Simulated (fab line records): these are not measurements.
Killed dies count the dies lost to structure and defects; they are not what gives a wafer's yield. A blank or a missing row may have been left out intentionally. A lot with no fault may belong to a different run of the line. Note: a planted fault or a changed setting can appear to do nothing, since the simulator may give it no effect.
A lot that was struck, set against a sound lot :: flow sky130 :: 16 steps out of a route of 708
Sound: these wafers, L272.1, L272.4, L272.5. Wafers L278.1, L278.2, L278.5 were the ones struck. At the end, the cause is stated.
At each step with rows: each side's tool, then ch and its chambers, then its first start. Under that, the readings that differ: sound wafers :: struck wafers :: difference of the means :: sigmas: that difference in standard deviations of wafers without a fault.
alike: a reading whose means differ by less than 2 such deviations, as well as words and numbers matching on both sides. not compared: withheld readings; readings where some wafer has no value; bounds like >300 that might hide an equal value; numbers whose values overlap and for which the record gives no deviation.
The two part at a step that has a row with sigmas, a row that says differs or no value, or rows on one side only. Numbers that don't overlap but have no deviation are shown without sigmas and don't part them. A reading missing from all wafers of one side parts the sides only when that side holds two or more wafers.

SKY_VIA1_CMP_02: polishes SiO2.
  sound on cmp-01 ch 0,1, day 33 22:14; struck on cmp-02 ch 1,2, day 36 02:47
  alike: motor current A, platen rpm
SKY_VIA1_BOW_MEAS_03:
  sound: film metro-01 at day 33 22:32; struck: film metro-02 at day 36 03:05
  alike: VIA1_BOW
then, 8 steps without rows for these wafers: SKY_VIA1_DEHYDRATE_04 (time 60 s); SKY_VIA1_HMDS_05 (prime time 60 s); SKY_VIA1_COAT_06 (resist thk 60 nm); SKY_VIA1_COAT_07 (resist thk 450 nm); SKY_VIA1_SOFTBAKE_08 (time 90 s); SKY_VIA1_EXPOSE_09 (exposes mask VIM, target cd 150 nm); SKY_VIA1_PEB_10; SKY_VIA1_DEVELOP_11 (develop time 60 s).
SKY_VIA1_CD_MEAS_12: target cd 150 nm.
  sound: cd sem-01 at day 35 01:22; struck: cd sem-01 at day 37 04:52
reading: cd nm (nm)
sound: 148.4 150.2 149.0
struck: 143.9 144.0 145.2
difference: -4.8
sigmas: -3
SKY_VIA1_OVL_MEAS_13:
  sound: overlay-02 at day 35 01:29; struck: overlay-01 at day 37 04:59
  alike: VIA1_OVL
SKY_VIA1_ETCH_14: etches BARC in N2/H2, stops on SiO2, time 45.9 s, target depth 60 nm.
  sound on rie diel-03 ch 1,2,3, day 35 01:31; struck on rie diel-03 ch 1,2,3, day 37 05:01
  no value came back on the struck wafers for any of 5 readings (bias w (W), chamber pressure mTorr (mTorr) and others); on the sound wafers bias w (W) reads 100.3 100.2 100.5
reading: model.KrF-thick_of_VIA1_COAT_07.thk nm (nm)
sound: 395.6 396.1 393.2
struck: 437.2 435.4 434.8
difference: +40.8
sigmas: 
  not compared: rf hours counter h
SKY_VIA1_ETCH_15: etches SiO2 in C4F8/O2/Ar, stops on TiN, target depth 351 nm, time 54 s.
  sound on rie diel-03 ch 1,2,3, day 35 01:34; struck on rie diel-03 ch 1,2,3, day 37 05:04
reading: oes product au (a.u.)
sound: 0.976 0.977 0.983
struck: 0.379 0.379 0.379
difference: -0.600
sigmas: -88

reading: model.KrF-thick_of_VIA1_COAT_07.thk nm (nm)
sound: 326.6 328.1 323.1
struck: 366.9 367.2 366.1
difference: +40.8
sigmas: 
  alike: bias w, chamber pressure mTorr
  not compared: rf hours counter h
SKY_VIA1_STRIP_16: strips in O2/N2.
  sound on plasma asher-01 ch 0,1, day 35 01:37; struck on plasma asher-03 ch 0,1, day 37 05:07
reading: oes product au (a.u.)
sound: 0.420 0.412 0.413
struck: 0.434 0.433 0.444
difference: +0.022
sigmas: +4

reading: strip time to endpoint s (s)
sound: 4.494 4.513 4.473
struck: 4.923 4.916 4.909
difference: +0.423
sigmas: +16
  alike: drypump motor current A
  not compared: rf hours counter h
then, 1 step without rows for these wafers: SKY_VIA1_STRIP_17 (strips in post etch residue remover, time 1200 s).

== WHERE THEY PART ==
First at SKY_VIA1_CD_MEAS_12; last, within this record, at SKY_VIA1_STRIP_16.

WHY: what the simulator had put in
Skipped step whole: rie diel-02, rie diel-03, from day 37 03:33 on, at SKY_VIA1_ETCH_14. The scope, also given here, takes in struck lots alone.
